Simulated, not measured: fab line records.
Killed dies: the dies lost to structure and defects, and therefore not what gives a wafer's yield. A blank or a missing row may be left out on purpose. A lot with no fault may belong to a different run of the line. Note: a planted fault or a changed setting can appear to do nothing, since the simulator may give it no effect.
fab line records | flow sky130
[record] lots = 13 | wafers = 39 | lastDay = 50
route steps=708 shown VT_ADJUST_LVTN@114 LI_CONTACT@365 LOCAL_INTERCONNECT@400 CONTACT@421 PAD_OPEN@708
lots that met no fault: from a run of the same line without faults
startH: hours from the record's first day to the start of the lot's first wafer shown | waitH: hours from the lot's prior step to this one | " the same as in the row above | L1.1+2: a single row standing in for several wafers | - value missing, or start not given | * or withheld: withheld | < > ~ a bound
route shown NAME@n: names a module that has steps shown in the file, with the first one's number in the route | usual: the fault-free wafers' mean and standard deviation | same: alike in all rows | chamber/n: place in a boat | sites: each site's reading | _std_site: their standard deviation | _edge_site: inner sites' mean taken away from outer sites' mean | radiusMm: how far each site lies from the wafer's centre | mask NAME#n: copy n | behind: the last tool/chamber to shape the wafer | hold: why the lot was held/for how many hours/how that ended | device: whichever transistor did not switch (one of n, p or np) | end of line: at the end of the route, the tests of the same wafers | step lacking rows: just its recipe | killed: dies lost to structure and defects at the first sort, not the wafer's yield | map: the dies of a wafer, with x for killed, . for not killed, _ for no die there
set.NAME: setting as actually run; set.NAME@STEP: the setting as run at that earlier step | model.NAME: the simulator's own value behind a step, which no gauge read
the route's steps for a sample of lots (tables are steps, rows are wafers)
services: a tool's chamber out of use, with start hour (startH, from the record's first day; less than 0 if before it), hours out, and reason
[[steps]]
[step SKY_VT_ADJUST_LVTN_DEVELOP_17]
[recipe] resist = NOVOLAK | developer = TMAH | developTimeS = 62.06 | devTempC = 23
[usual] developerTempC = 22.97/0.092 | resistLineTempC = 23.00/0.1
lot.wafer | tool          | chamber | startH | waitH | developerTempC | resistLineTempC
L906.3    | lithoTrack-04 | 0       | 169.80 | 0.1   | 22.90          | 22.99
L906.4    | "             | 0       | "      | "     | 22.82          | 23.10
L906.5    | "             | 0       | "      | "     | 22.88          | 22.98
L907.2    | lithoTrack-03 | 0       | 174.42 | 0.1   | 23.04          | 23.14
L907.5    | "             | 0       | "      | "     | 23.00          | 23.08
L907.6    | "             | 0       | "      | "     | 22.96          | 23.02
L909.1    | lithoTrack-02 | 0       | 188.31 | 0.1   | 22.86          | 22.91
L909.2    | "             | 0       | "      | "     | 22.98          | 22.75
L909.4    | "             | 0       | "      | "     | 22.84          | 22.70
L910.1    | lithoTrack-02 | 0       | 193.51 | 0.1   | 22.89          | 23.10
L910.4    | "             | 0       | "      | "     | 23.00          | 23.17
L910.5    | "             | 0       | "      | "     | 23.00          | 22.94
L911.1    | lithoTrack-03 | 0       | 199.50 | 0.1   | 23.06          | 23.03
L911.2    | "             | 0       | "      | "     | 23.05          | 23.02
L911.5    | "             | 0       | "      | "     | 22.93          | 23.07
L912.2    | lithoTrack-03 | 0       | 207.67 | 0.1   | 22.94          | 23.04
L912.3    | "             | 0       | "      | "     | 22.88          | 23.15
L912.5    | "             | 0       | "      | "     | 23.00          | 23.14
L913.1    | lithoTrack-03 | 0       | 214.10 | 0.1   | 22.79          | 23.05
L913.2    | "             | 0       | "      | "     | 22.90          | 22.85
L913.4    | "             | 0       | "      | "     | 22.80          | 22.81
L914.1    | lithoTrack-02 | 0       | 226.41 | 0.1   | 23.00          | 22.81
L914.4    | "             | 0       | "      | "     | 22.93          | 23.03
L914.6    | "             | 0       | "      | "     | 22.89          | 22.88
L921.3    | lithoTrack-02 | 0       | 270.61 | 0.1   | 22.83          | 22.85
L921.5    | "             | 0       | "      | "     | 23.01          | 22.93
L921.6    | "             | 0       | "      | "     | 22.88          | 22.93
L922.1    | lithoTrack-03 | 0       | 277.40 | 0.1   | 25.41          | 23.14
L922.3    | "             | 0       | "      | "     | 25.45          | 23.11
L922.6    | "             | 0       | "      | "     | 25.49          | 23.07
L923.3    | lithoTrack-03 | 0       | 286.05 | 0.1   | 25.24          | 23.00
L923.5    | "             | 0       | "      | "     | 25.31          | 22.85
L923.6    | "             | 0       | "      | "     | 25.15          | 22.86
L924.1    | lithoTrack-02 | 0       | 288.41 | 0.1   | 23.02          | 22.95
L924.3    | "             | 0       | "      | "     | 22.87          | 23.14
L924.4    | "             | 0       | "      | "     | 23.00          | 23.15
L926.1    | lithoTrack-04 | 0       | 307.35 | 0.1   | 22.88          | 23.17
L926.4    | "             | 0       | "      | "     | 22.92          | 23.14
L926.5    | "             | 0       | "      | "     | 22.99          | 23.17
[step SKY_LI_CONTACT_BOW_MEAS_03]
[recipe] mode = bow
[usual] LI_CONTACT_BOW = 54/6.4
lot.wafer | tool         | chamber | startH | waitH | LI_CONTACT_BOW[um]
L906.3    | filmMetro-01 | -       | 657.71 | 0.2   | 62
L906.4    | "            | -       | "      | "     | 61
L906.5    | "            | -       | "      | "     | 64
L907.2    | filmMetro-04 | -       | 665.36 | 0.2   | 63
L907.5    | "            | -       | "      | "     | 57
L907.6    | "            | -       | "      | "     | 54
L909.1    | filmMetro-02 | -       | 684.83 | 0.2   | 59
L909.2    | "            | -       | "      | "     | 67
L909.4    | "            | -       | "      | "     | 59
L910.1    | filmMetro-04 | -       | 688.54 | 0.1   | 56
L910.4    | "            | -       | "      | "     | 51
L910.5    | "            | -       | "      | "     | 50
L911.1    | filmMetro-02 | -       | 698.31 | 0.1   | 50
L911.2    | "            | -       | "      | "     | 50
L911.5    | "            | -       | "      | "     | 44
L912.2    | filmMetro-01 | -       | 710.93 | 0.1   | 58
L912.3    | "            | -       | "      | "     | 49
L912.5    | "            | -       | "      | "     | 57
L913.1    | filmMetro-04 | -       | 719.21 | 0.2   | 53
L913.2    | "            | -       | "      | "     | 50
L913.4    | "            | -       | "      | "     | 48
L914.1    | filmMetro-04 | -       | 731.61 | 0.2   | 64
L914.4    | "            | -       | "      | "     | 49
L914.6    | "            | -       | "      | "     | 58
L921.3    | filmMetro-02 | -       | 780.28 | 0.2   | 54
L921.5    | "            | -       | "      | "     | 51
L921.6    | "            | -       | "      | "     | 41
L922.1    | filmMetro-01 | -       | 787.45 | 0.1   | 55
L922.3    | "            | -       | "      | "     | 62
L922.6    | "            | -       | "      | "     | 39
L923.3    | filmMetro-02 | -       | 796.08 | 0.3   | 65
L923.5    | "            | -       | "      | "     | 49
L923.6    | "            | -       | "      | "     | 52
L924.1    | filmMetro-01 | -       | 798.54 | 0.2   | 61
L924.3    | "            | -       | "      | "     | 46
L924.4    | "            | -       | "      | "     | 57
L926.1    | filmMetro-02 | -       | 812.57 | 0.2   | 57
L926.4    | "            | -       | "      | "     | 61
L926.5    | "            | -       | "      | "     | 56
[step SKY_LOCAL_INTERCONNECT_ETCH_13]
[recipe] chemistry = N2/H2 | target = BARC | ionEnergyEv = 200 | biasW = 100 | pressureMtorr = 30 | n2FlowSccm = 100 | h2FlowSccm = 200 | icpW = 500 | stopOn = SiO2 | timeS = 45.9 | targetDepthA = 600
[usual] drypumpMotorCurrentA = 5.6/0.44 | oesProductAu = 0.855/0.005 | throttleValvePct = 13.225/0.0096
lot.wafer | tool        | chamber | startH | waitH | drypumpMotorCurrentA | oesProductAu | rfHoursCounterH | throttleValvePct
L906.3    | rieMetal-04 | 1       | 715.91 | 0.0   | 5.1                  | 0.854        | -               | 13.218
L906.4    | "           | 0       | "      | "     | 5.4                  | 0.856        | -               | 13.239
L906.5    | "           | 0       | "      | "     | 5.4                  | 0.853        | -               | 13.228
L907.2    | rieMetal-03 | 1       | 723.59 | 0.0   | 5.5                  | 0.852        | 11              | 13.229
L907.5    | "           | 1       | "      | "     | 5.4                  | 0.849        | -               | 13.218
L907.6    | "           | 0       | "      | "     | 6.1                  | 0.848        | -               | 13.230
L909.1    | rieMetal-04 | 1       | 740.91 | 0.0   | 5.1                  | 0.852        | 2               | 13.211
L909.2    | "           | 0       | "      | "     | 5.4                  | 0.858        | 11              | 13.237
L909.4    | "           | 0       | "      | "     | 5.4                  | 0.856        | -               | 13.217
L910.1    | rieMetal-01 | 0       | 746.24 | 0.0   | 5.2                  | 0.859        | 0               | 13.239
L910.4    | "           | 1       | "      | "     | 6.2                  | 0.863        | -               | 13.219
L910.5    | "           | 0       | "      | "     | 5.2                  | 0.842        | -               | 13.242
L911.1    | rieMetal-04 | 0       | 755.34 | 0.0   | 5.4                  | 0.861        | 12              | 13.225
L911.2    | "           | 1       | "      | "     | 5.1                  | 0.841        | 2               | 13.221
L911.5    | "           | 1       | "      | "     | 5.1                  | 0.854        | -               | 13.210
L912.2    | rieMetal-01 | 1       | 767.26 | 0.0   | 6.2                  | 0.853        | 7               | 13.208
L912.3    | "           | 1       | "      | "     | 6.2                  | 0.858        | -               | 13.236
L912.5    | "           | 1       | "      | "     | 6.2                  | 0.856        | -               | 13.232
L913.1    | rieMetal-03 | 0       | 775.24 | 0.0   | 6.1                  | 0.861        | 14              | 13.221
L913.2    | "           | 1       | "      | "     | 5.4                  | 0.853        | 13              | 13.228
L913.4    | "           | 0       | "      | "     | 6.1                  | 0.859        | -               | 13.232
L914.1    | rieMetal-03 | 0       | 786.57 | 0.0   | 6.1                  | 0.855        | 15              | 13.220
L914.4    | "           | 0       | "      | "     | 6.1                  | 0.851        | -               | 13.225
L914.6    | "           | 0       | "      | "     | 6.1                  | 0.854        | -               | 13.227
L921.3    | rieMetal-01 | 1       | 835.43 | 0.0   | 6.2                  | 0.864        | -               | 13.213
L921.5    | "           | 1       | "      | "     | 6.2                  | 0.861        | -               | 13.228
L921.6    | "           | 0       | "      | "     | 5.2                  | 0.854        | -               | 13.230
L922.1    | rieMetal-04 | 0       | 842.46 | 0.0   | 5.4                  | 0.859        | 15              | 13.225
L922.3    | "           | 1       | "      | "     | 5.1                  | 0.852        | -               | 13.225
L922.6    | "           | 1       | "      | "     | 5.1                  | 0.851        | -               | 13.231
L923.3    | rieMetal-04 | 0       | 850.31 | 0.0   | 5.4                  | 0.857        | -               | 13.224
L923.5    | "           | 0       | "      | "     | 5.4                  | 0.855        | -               | 13.224
L923.6    | "           | 1       | "      | "     | 5.1                  | 0.854        | -               | 13.237
L924.1    | rieMetal-04 | 0       | 853.32 | 0.0   | 5.4                  | 0.860        | 15              | 13.234
L924.3    | "           | 0       | "      | "     | 5.4                  | 0.860        | -               | 13.231
L924.4    | "           | 1       | "      | "     | 5.1                  | 0.859        | -               | 13.219
L926.1    | rieMetal-01 | 0       | 865.96 | 0.0   | 5.2                  | 0.857        | 5               | 13.231
L926.4    | "           | 0       | "      | "     | 5.2                  | 0.852        | -               | 13.205
L926.5    | "           | 0       | "      | "     | 5.2                  | 0.843        | -               | 13.227
[step SKY_CONTACT_OVL_MEAS_15]
[usual] CONTACT_OVL = -1/5.5
lot.wafer | tool       | chamber | startH | waitH | CONTACT_OVL[nm]
L906.3    | overlay-02 | -       | 745.15 | 0.1   | -7
L906.4    | "          | -       | "      | "     | 3
L906.5    | "          | -       | "      | "     | -6
L907.2    | overlay-01 | -       | 752.38 | 0.1   | 7
L907.5    | "          | -       | "      | "     | -4
L907.6    | "          | -       | "      | "     | 2
L909.1    | overlay-01 | -       | 769.07 | 0.1   | -3
L909.2    | "          | -       | "      | "     | -8
L909.4    | "          | -       | "      | "     | -6
L910.1    | overlay-02 | -       | 774.87 | 0.1   | 8
L910.4    | "          | -       | "      | "     | 3
L910.5    | "          | -       | "      | "     | 9
L911.1    | overlay-01 | -       | 783.18 | 0.1   | -5
L911.2    | "          | -       | "      | "     | 6
L911.5    | "          | -       | "      | "     | -2
L912.2    | overlay-01 | -       | 794.79 | 0.1   | 4
L912.3    | "          | -       | "      | "     | 2
L912.5    | "          | -       | "      | "     | 4
L913.1    | overlay-01 | -       | 803.38 | 0.1   | -2
L913.2    | "          | -       | "      | "     | 4
L913.4    | "          | -       | "      | "     | 7
L914.1    | overlay-02 | -       | 814.98 | 0.1   | 5
L914.4    | "          | -       | "      | "     | 3
L914.6    | "          | -       | "      | "     | 5
L921.3    | overlay-01 | -       | 862.74 | 0.1   | -1
L921.5    | "          | -       | "      | "     | -4
L921.6    | "          | -       | "      | "     | 1
L922.1    | overlay-02 | -       | 870.62 | 0.1   | 7
L922.3    | "          | -       | "      | "     | 4
L922.6    | "          | -       | "      | "     | -4
L923.3    | overlay-02 | -       | 877.53 | 0.1   | 8
L923.5    | "          | -       | "      | "     | 1
L923.6    | "          | -       | "      | "     | -7
L924.1    | overlay-02 | -       | 880.67 | 0.1   | 6
L924.3    | "          | -       | "      | "     | 4
L924.4    | "          | -       | "      | "     | 7
L926.1    | overlay-01 | -       | 892.13 | 0.1   | -10
L926.4    | "          | -       | "      | "     | -4
L926.5    | "          | -       | "      | "     | -7
[step SKY_PAD_OPEN_PROBE_99]
[usual] killed_at_M0_to_M3 = 44/7.4 | killed_at_M4_up = 3.2/1.8 | killedAtContacts = 25/5.2 | killedAtFrontEnd = 15/4.5 | killedAtOther = 0.2/0.43 | killedDies = 87/9.6 | killedOnRim = 17/3.9 | killedOpen = 48/7.6 | killedShort = 40/5.7
[same] grossDies = 492 | killedAtBackSide = 0
lot.wafer | tool      | chamber | startH  | waitH | killed_at_M0_to_M3 | killed_at_M4_up | killedAtContacts | killedAtFrontEnd | killedAtOther | killedDies | killedOnRim | killedOpen | killedShort
L912.2    | prober-02 | -       | 1118.79 | 0.1   | 40                 | 4               | 25               | 14               | 0             | 83         | 16          | 49         | 34
L912.3    | prober-02 | -       | 1118.84 | 0.2   | 35                 | 3               | 27               | 29               | 0             | 94         | 12          | 57         | 37
L912.5    | prober-02 | -       | 1118.94 | 0.2   | 32                 | 5               | 18               | 22               | 0             | 77         | 12          | 38         | 39
L914.1    | prober-02 | -       | 1137.85 | 0.1   | 54                 | 0               | 28               | 11               | 0             | 93         | 16          | 52         | 41
L914.4    | prober-02 | -       | 1138.00 | 0.2   | 46                 | 3               | 24               | 18               | 0             | 91         | 19          | 47         | 44
L914.6    | prober-02 | -       | 1138.10 | 0.2   | 46                 | 1               | 29               | 6                | 0             | 82         | 16          | 49         | 33
L923.3    | prober-01 | -       | 1179.45 | 0.2   | 44                 | 5               | 26               | 17               | 1             | 93         | 15          | 51         | 42
L923.5    | prober-01 | -       | 1179.55 | 0.2   | 47                 | 3               | 24               | 22               | 0             | 96         | 13          | 54         | 42
L923.6    | prober-01 | -       | 1179.60 | 0.2   | 42                 | 7               | 23               | 15               | 1             | 88         | 17          | 47         | 41
L924.1    | prober-02 | -       | 1180.51 | 0.1   | 35                 | 3               | 28               | 13               | 0             | 79         | 15          | 48         | 31
L924.3    | prober-02 | -       | 1180.61 | 0.2   | 44                 | 1               | 19               | 15               | 0             | 79         | 15          | 40         | 39
L924.4    | prober-02 | -       | 1180.66 | 0.2   | 51                 | 2               | 27               | 6                | 0             | 86         | 21          | 49         | 37
L926.1    | prober-02 | -       | 1189.92 | 0.1   | 34                 | 3               | 19               | 12               | 0             | 68         | 13          | 36         | 32
L926.4    | prober-02 | -       | 1190.07 | 0.2   | 34                 | 5               | 29               | 15               | 0             | 83         | 14          | 46         | 37
L926.5    | prober-02 | -       | 1190.12 | 0.2   | 34                 | 2               | 28               | 14               | 0             | 78         | 14          | 35         | 43
// killed by level:class
L912.2 VIA1:geometricParticle:open=10 CONTACT:geometricParticle:open=9 VIA2:geometricParticle:open=6 LI_CONTACT:geometricParticle:open=5 LOCAL_INTERCONNECT:geometricParticle:short=5 FIELD_ISO:geometricParticle:open=4 POLY_GATE:geometricParticle:open=4 METAL2:geometricParticle:short=4
L912.3 LI_CONTACT:geometricParticle:open=11 POLY_GATE:geometricParticle:short=10 POLY_GATE:geometricParticle:open=9 VIA2:geometricParticle:open=9 CONTACT:geometricParticle:open=7 VIA1:geometricParticle:open=6 VIA3:geometricParticle:open=6 FIELD_ISO:geometricParticle:open=5
L912.5 CONTACT:geometricParticle:open=7 POLY_GATE:geometricParticle:open=6 METAL2:geometricParticle:short=6 VIA2:geometricParticle:open=6 LI_CONTACT:geometricParticle:open=5 METAL4:geometricParticle:short=5 FIELD_ISO:geometricParticle:short=4 VIA3:geometricParticle:short=4
L914.1 VIA3:geometricParticle:open=14 CONTACT:geometricParticle:open=11 VIA1:geometricParticle:open=10 VIA1:geometricParticle:short=8 LOCAL_INTERCONNECT:geometricParticle:short=7 VIA2:geometricParticle:open=7 FIELD_ISO:geometricParticle:short=4 LI_CONTACT:geometricParticle:open=4
L914.4 CONTACT:geometricParticle:open=10 METAL1:geometricParticle:short=8 POLY_GATE:geometricParticle:short=6 LOCAL_INTERCONNECT:geometricParticle:short=6 VIA1:geometricParticle:short=6 VIA1:geometricParticle:open=6 VIA2:geometricParticle:open=6 FIELD_ISO:geometricParticle:short=5
L914.6 VIA1:geometricParticle:open=15 CONTACT:geometricParticle:open=9 LI_CONTACT:geometricParticle:open=8 VIA3:geometricParticle:open=8 CONTACT:geometricParticle:short=6 VIA2:geometricParticle:open=4 METAL3:geometricParticle:short=4 VIA3:geometricParticle:short=4
L923.3 CONTACT:geometricParticle:open=9 LI_CONTACT:geometricParticle:open=8 METAL2:geometricParticle:short=8 VIA1:geometricParticle:open=7 VIA2:geometricParticle:open=7 POLY_GATE:geometricParticle:short=6 METAL1:geometricParticle:short=6 POLY_GATE:geometricParticle:open=5
L923.5 POLY_GATE:geometricParticle:open=9 VIA1:geometricParticle:open=9 VIA3:geometricParticle:open=7 CONTACT:geometricParticle:open=7 VIA1:geometricParticle:short=7 LI_CONTACT:geometricParticle:open=6 VIA2:geometricParticle:open=6 FIELD_ISO:geometricParticle:short=5
L923.6 VIA1:geometricParticle:open=12 CONTACT:geometricParticle:open=7 VIA1:geometricParticle:short=7 METAL2:geometricParticle:short=7 LI_CONTACT:geometricParticle:open=6 METAL1:geometricParticle:short=5 POLY_GATE:geometricParticle:open=5 FIELD_ISO:geometricParticle:short=4
L924.1 CONTACT:geometricParticle:open=11 VIA1:geometricParticle:open=9 VIA2:geometricParticle:open=8 VIA3:geometricParticle:open=6 CONTACT:geometricParticle:short=6 LI_CONTACT:geometricParticle:open=5 FIELD_ISO:geometricParticle:short=3 POLY_GATE:geometricParticle:short=3
L924.3 VIA1:geometricParticle:open=9 LI_CONTACT:geometricParticle:open=7 METAL1:geometricParticle:short=7 VIA2:geometricParticle:open=7 POLY_GATE:geometricParticle:short=6 VIA3:geometricParticle:open=6 CONTACT:geometricParticle:open=5 FIELD_ISO:geometricParticle:short=4
L924.4 VIA2:geometricParticle:open=10 VIA3:geometricParticle:open=10 VIA1:geometricParticle:open=9 LI_CONTACT:geometricParticle:open=6 CONTACT:geometricParticle:short=6 CONTACT:geometricParticle:open=6 METAL1:geometricParticle:short=6 LI_CONTACT:geometricParticle:short=5
L926.1 VIA1:geometricParticle:open=8 CONTACT:geometricParticle:open=7 VIA2:geometricParticle:open=5 POLY_GATE:geometricParticle:short=4 METAL1:geometricParticle:short=4 FIELD_ISO:geometricParticle:open=3 VIA1:geometricParticle:short=3 LOCAL_INTERCONNECT:geometricParticle:open=3
L926.4 CONTACT:geometricParticle:open=9 LI_CONTACT:geometricParticle:open=8 METAL2:geometricParticle:short=7 VIA1:geometricParticle:open=6 VIA3:geometricParticle:open=5 FIELD_ISO:geometricParticle:short=4 LOCAL_INTERCONNECT:geometricParticle:short=4 CONTACT:geometricParticle:short=4
L926.5 CONTACT:geometricParticle:open=8 LOCAL_INTERCONNECT:geometricParticle:short=7 CONTACT:geometricParticle:short=7 VIA1:geometricParticle:short=7 VIA1:geometricParticle:open=6 POLY_GATE:geometricParticle:open=4 LI_CONTACT:geometricParticle:open=4 METAL2:geometricParticle:short=4
[[services]]
tool        | chamber | startH | hours | kind
rieMetal-03 | -       | 154.95 | 2.8   | pm
rieMetal-03 | 0       | 202.43 | -     | clean
rieMetal-03 | 0       | 202.43 | 20.2  | scheduledDown
rieMetal-01 | -       | 219.17 | 2.8   | pm
rieMetal-04 | 0       | 221.94 | -     | clean
rieMetal-04 | 0       | 221.94 | 17.1  | scheduledDown
rieMetal-04 | 0       | 221.94 | 17.1  | ventCycle
rieMetal-03 | -       | 253.41 | 14.6  | pm
rieMetal-04 | 1       | 396.70 | 4.6   | repair
rieMetal-04 | -       | 473.32 | 2.8   | pm
rieMetal-04 | -       | 519.07 | 1.4   | pm
rieMetal-01 | 1       | 530.64 | -     | clean
rieMetal-01 | 1       | 530.64 | 14.8  | scheduledDown
rieMetal-01 | 1       | 530.64 | 14.8  | ventCycle
rieMetal-03 | 1       | 627.62 | 3.8   | repair
rieMetal-04 | 1       | 662.36 | -     | clean
rieMetal-04 | 1       | 662.36 | 16.2  | scheduledDown
rieMetal-04 | 1       | 662.36 | 16.2  | ventCycle
rieMetal-03 | 0       | 672.83 | 1.4   | repair
rieMetal-01 | 0       | 709.36 | 12.3  | repair
rieMetal-01 | 0       | 721.67 | -     | clean
rieMetal-01 | 0       | 721.67 | 14.7  | scheduledDown
rieMetal-01 | 0       | 721.67 | 14.7  | ventCycle
rieMetal-01 | 1       | 858.48 | 9.9   | repair
[[key]]
[firstSign] step = SKY_VT_ADJUST_LVTN_DEVELOP_17 | reading = developerTempC | direction = up | sigmas = 26 | usual = * | struck = *
effect none on later readings
metAt SKY_VT_ADJUST_LVTN_DEVELOP_17
struckLots L922,L923
testerLeftOut L922,L923
notActingAt SKY_LI_CONTACT_BOW_MEAS_03,SKY_LOCAL_INTERCONNECT_ETCH_13,SKY_CONTACT_OVL_MEAS_15
onsetBetween 214.10 277.40
[fault] kind = processParameterDrift | tool = lithoTrack-03 | chamber = - | onsetH = 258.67 | steps = SKY_VT_ADJUST_LVTN_DEVELOP_17 | channel = devTempC | offset = * | shape = step | endH = 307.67 | actsIn = * | stated = *
// testerLeftOut: of these lots the tester's yield and bins aren't shown, on N5 and GAA mostly nor the transistor test; their killed dies are dies lost to structure and defects alone, not to doping, threshold or leakage, so they don't give the yield
